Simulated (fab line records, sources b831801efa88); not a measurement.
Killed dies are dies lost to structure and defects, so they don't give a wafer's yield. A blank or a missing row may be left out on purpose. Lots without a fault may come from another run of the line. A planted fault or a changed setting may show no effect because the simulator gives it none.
Which tool did it? | flow gf180mcu | 11 lots, 33 wafers sampled, at 6 steps of a route of 602

WHAT THE GAUGES READ, wafer by wafer
GF_V3_OVL_MEAS_15. Usual: V3_OVL 1 nm, standard deviation 5.4.
lot  | measured     | on         | V3_OVL (nm) | flag
L592 | day 23 10:49 | overlay-02 | 11 5 14     |
L593 | day 23 16:11 | overlay-01 | -5 -1 1     |
L595 | day 24 03:56 | overlay-02 | -2 -8 -12   |
L596 | day 24 15:34 | overlay-02 | 2 -6 -2     |
L597 | day 24 22:46 | overlay-01 | 8 6 6       |
L598 | day 25 06:01 | overlay-02 | 4 3 -1      |
L599 | day 25 17:07 | overlay-01 | 1 2 -2      |
L603 | day 26 21:22 | overlay-02 | 8 8 -1      |
L609 | day 28 15:14 | overlay-01 | 0 3 10      |
L610 | day 28 23:59 | overlay-01 | 8 9 11      |
L613 | day 29 14:41 | overlay-02 | -2 -7 5     |

GF_V3_RS_MEAS_24: measures by four-point-probe. Usual: V3_W_RS 0.327 ohm/sq, standard deviation 0.0031.
lot  | measured     | on            | V3_W_RS (ohm/sq)  | flag
L592 | day 23 11:48 | film_metro-01 | 0.331 0.325 0.328 |
L593 | day 23 17:07 | film_metro-01 | 0.328 0.325 0.326 |
L595 | day 24 04:55 | film_metro-02 | 0.333 0.331 0.329 |
L596 | day 24 16:37 | film_metro-02 | 0.329 0.328 0.327 |
L597 | day 24 23:41 | film_metro-01 | 0.333 0.328 0.334 |
L598 | day 25 07:03 | film_metro-02 | 0.325 0.326 0.327 |
L599 | day 25 18:02 | film_metro-02 | 0.328 0.332 0.333 |
L603 | day 26 22:18 | film_metro-04 | 0.329 0.323 0.327 |
L609 | day 28 16:17 | film_metro-01 | 0.323 0.325 0.244 | OFF
L610 | day 29 00:54 | film_metro-01 | 0.242 0.325 0.244 | OFF
L613 | day 29 15:38 | film_metro-01 | 0.328 0.324 0.329 |

GF_V3_THK_MEAS_25: measures by xrf. Usual: V3_W_THK 349 nm, standard deviation 4.1.
lot  | measured     | on            | V3_W_THK (nm) | flag
L592 | day 23 11:54 | film_metro-01 | 349 355 349   |
L593 | day 23 17:14 | film_metro-01 | 353 355 352   |
L595 | day 24 05:01 | film_metro-02 | 342 342 348   |
L596 | day 24 16:43 | film_metro-02 | 346 345 350   |
L597 | day 24 23:48 | film_metro-01 | 345 350 343   |
L598 | day 25 07:10 | film_metro-02 | 353 352 353   |
L599 | day 25 18:09 | film_metro-02 | 351 348 346   |
L603 | day 26 22:25 | film_metro-04 | 343 351 347   |
L609 | day 28 16:23 | film_metro-01 | 354 350 473   | OFF
L610 | day 29 01:01 | film_metro-01 | 468 352 464   | OFF
L613 | day 29 15:45 | film_metro-01 | 347 353 345   |

WHICH TOOL RAN EACH LOT (tool, then ch and the chambers of the sampled wafers, then the start)
lot  | GF_V3_CVD_02                    | GF_V3_SPUTTER_21             | GF_V3_CVD_23
L592 | pecvd-03 ch 0,1, day 22 11:50   | pvd_sputter-03, day 23 11:33 | cvd_w-01 ch 0,1, day 23 11:41
L593 | pecvd-01 ch 0,1,2, day 22 16:18 | pvd_sputter-04, day 23 16:54 | cvd_w-01 ch 0,1, day 23 17:00
L595 | pecvd-02 ch 0,1,2, day 23 04:59 | pvd_sputter-04, day 24 04:40 | cvd_w-01 ch 0, day 24 04:46
L596 | pecvd-03 ch 0,2, day 23 17:01   | pvd_sputter-03, day 24 16:16 | cvd_w-02 ch 1, day 24 16:26
L597 | pecvd-03 ch 0,1,2, day 23 23:40 | pvd_sputter-04, day 24 23:28 | cvd_w-01 ch 0,1, day 24 23:34
L598 | pecvd-03 ch 0,1,2, day 24 07:42 | pvd_sputter-03, day 25 06:43 | cvd_w-02 ch 1, day 25 06:51
L599 | pecvd-03 ch 0,1,2, day 24 18:52 | pvd_sputter-03, day 25 17:49 | cvd_w-02 ch 0,1, day 25 17:55
L603 | pecvd-03 ch 0,1,2, day 26 00:26 | pvd_sputter-04, day 26 22:05 | cvd_w-01 ch 0,1, day 26 22:11
L609 | pecvd-03 ch 1,2, day 27 18:59   | pvd_sputter-04, day 28 15:55 | cvd_w-02 ch 0, day 28 16:06
L610 | pecvd-03 ch 0,2, day 28 03:56   | pvd_sputter-01, day 29 00:41 | cvd_w-02 ch 0,1, day 29 00:47
L613 | pecvd-03 ch 0,1, day 28 18:59   | pvd_sputter-03, day 29 15:25 | cvd_w-01 ch 0, day 29 15:31
- GF_V3_CVD_02: deposits SiO2 from TEOS, target thk 850 nm, time 94.851 s.
- GF_V3_SPUTTER_21: material Ti, target thk 15 nm, time 80.02 s.
- GF_V3_CVD_23: deposits W, target thk 350 nm, time 104.9 s.

WHAT THE TOOLS THEMSELVES READ (means of the sampled wafers that have a number; where no wafer has one, the mark that the record gives instead)
GF_V3_CVD_02. Usual: heater_power_outer_w 350 W, standard deviation 59; heater_power_w 621 W, standard deviation 75.
lot  | tool     | heater_power_outer_w (W) | heater_power_w (W) | flag
L592 | pecvd-03 | 285                      | 550                |
L593 | pecvd-01 | 411                      | 710                |
L595 | pecvd-02 | 365                      | 629                |
L596 | pecvd-03 | 300                      | 550                |
L597 | pecvd-03 | 309                      | 564                |
L598 | pecvd-03 | 316                      | 577                |
L599 | pecvd-03 | 282                      | 542                |
L603 | pecvd-03 | 327                      | 607                |
L609 | pecvd-03 | 315                      | 569                |
L610 | pecvd-03 | 331                      | 619                |
L613 | pecvd-03 | 285                      | 549                |

GF_V3_SPUTTER_21. Usual: throttle_valve_pct 29.9 %, standard deviation 0.84.
lot  | tool           | throttle_valve_pct (%) | flag
L592 | pvd_sputter-03 | 29.5                   |
L593 | pvd_sputter-04 | 29.5                   |
L595 | pvd_sputter-04 | 29.7                   |
L596 | pvd_sputter-03 | 29.8                   |
L597 | pvd_sputter-04 | 29.5                   |
L598 | pvd_sputter-03 | 30.0                   |
L599 | pvd_sputter-03 | 30.0                   |
L603 | pvd_sputter-04 | 29.3                   |
L609 | pvd_sputter-04 | 29.4                   |
L610 | pvd_sputter-01 | 30.8                   |
L613 | pvd_sputter-03 | 28.9                   |

GF_V3_CVD_23. Usual: heater_power_outer_w 536 W, standard deviation 22; heater_power_w 864 W, standard deviation 37.
lot  | tool     | heater_power_outer_w (W) | heater_power_w (W) | flag
L592 | cvd_w-01 | 543                      | 861                |
L593 | cvd_w-01 | 547                      | 842                |
L595 | cvd_w-01 | 561                      | 833                |
L596 | cvd_w-02 | 555                      | 883                |
L597 | cvd_w-01 | 548                      | 853                |
L598 | cvd_w-02 | 547                      | 873                |
L599 | cvd_w-02 | 516                      | 842                |
L603 | cvd_w-01 | 549                      | 865                |
L609 | cvd_w-02 | 501                      | 815                |
L610 | cvd_w-02 | 536                      | 866                |
L613 | cvd_w-01 | 555                      | 827                |

THE ANSWER, worked out from the rows above alone
Rule: a lot is off if the mean of its wafers that have a number lies more than 3 standard deviations from the usual mean. A lot without any number at a reading at which 4 lots or more have one is off too. The other lots that the step has rows for count as sound. The gauges are gone through in route order, then the tools' own readings, and for those a lot's mean is taken as printed above. The first step at which some lot is off is used, and at that step the reading that is off furthest; a lot without a number counts as furthest.
Off: L609, L610, at GF_V3_RS_MEAS_24 (V3_W_RS).
A tool fits if, at a process step before that reading, it ran every lot that is off, and no sound lot after the first of them. The gauges at GF_V3_RS_MEAS_24 are tried like those tools. One fits: cvd_w-02 at GF_V3_CVD_23. Its last sound lot is L599 (day 25 17:55), its first lot that is off L609 (day 28 16:06): a fault that began between those two fits.

WHAT THE SIMULATOR HAD PUT IN
Process parameter drift: cvd_w-02, from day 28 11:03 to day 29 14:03, at GF_V3_CVD_23. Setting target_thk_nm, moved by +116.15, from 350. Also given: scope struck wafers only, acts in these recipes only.
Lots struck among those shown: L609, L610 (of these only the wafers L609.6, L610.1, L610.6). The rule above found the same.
